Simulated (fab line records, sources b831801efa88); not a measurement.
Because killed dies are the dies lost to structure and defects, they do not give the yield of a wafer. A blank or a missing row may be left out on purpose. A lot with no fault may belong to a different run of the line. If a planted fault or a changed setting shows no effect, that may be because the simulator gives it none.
Which tool did it? ; flow sky130 ; 18 wafers from 6 lots sampled at 2 of the route's 708 steps

## WHAT EACH GAUGE READ, for each wafer
SKY_POLY_GATE_THK_MEAS_01.
lot;measured;on;POLY_GATE_CVD_00_THK (nm)
L279;day 16 15:32;film metro-04;180.0 178.7 179.2
L281;day 16 21:22;film metro-04;179.6 180.3 179.8
L287;day 19 04:59;film metro-04;179.0 181.7 180.8
L288;day 19 07:46;film metro-02;177.7 179.2 178.4
L295;day 21 22:18;film metro-04;178.4 178.1 176.8
L297;day 22 17:47;film metro-04;179.4 178.0 179.7

## WHICH TOOL RAN EACH LOT (tool, then ch and the chambers of the sampled wafers, then the start)
lot;SKY_GATE_OXIDE_STRIP_13
L279;plasma asher-03 ch 0,1, day 16 10:45
L281;plasma asher-01 ch 0,1, day 16 17:43
L287;plasma asher-02 ch 0,1, day 19 01:54
L288;plasma asher-02 ch 0,1, day 19 04:27
L295;plasma asher-01 ch 0,1, day 21 19:22
L297;plasma asher-01 ch 0,1, day 22 14:51
- SKY_GATE_OXIDE_STRIP_13: strips in O2/N2.

## THE ANSWER, worked out from the rows above alone
Rule: the lots themselves supply what counts as usual. The widest of any qualifying gaps counts: lots, ordered by their means at a reading, are off when they make up no more than a third of the lots, leave a main group of 4 or more, and stand apart from it by 3 or more times the standard deviation of that group's means. Not used: any main group whose means are identical at the precision the tables above print for the reading. A lot without any number at a reading at which 4 lots or more have one is off too. The other lots that the step has rows for count as sound.
None of the lots is off at any reading shown; this tells nothing.

## WHAT THE SIMULATOR PUT IN
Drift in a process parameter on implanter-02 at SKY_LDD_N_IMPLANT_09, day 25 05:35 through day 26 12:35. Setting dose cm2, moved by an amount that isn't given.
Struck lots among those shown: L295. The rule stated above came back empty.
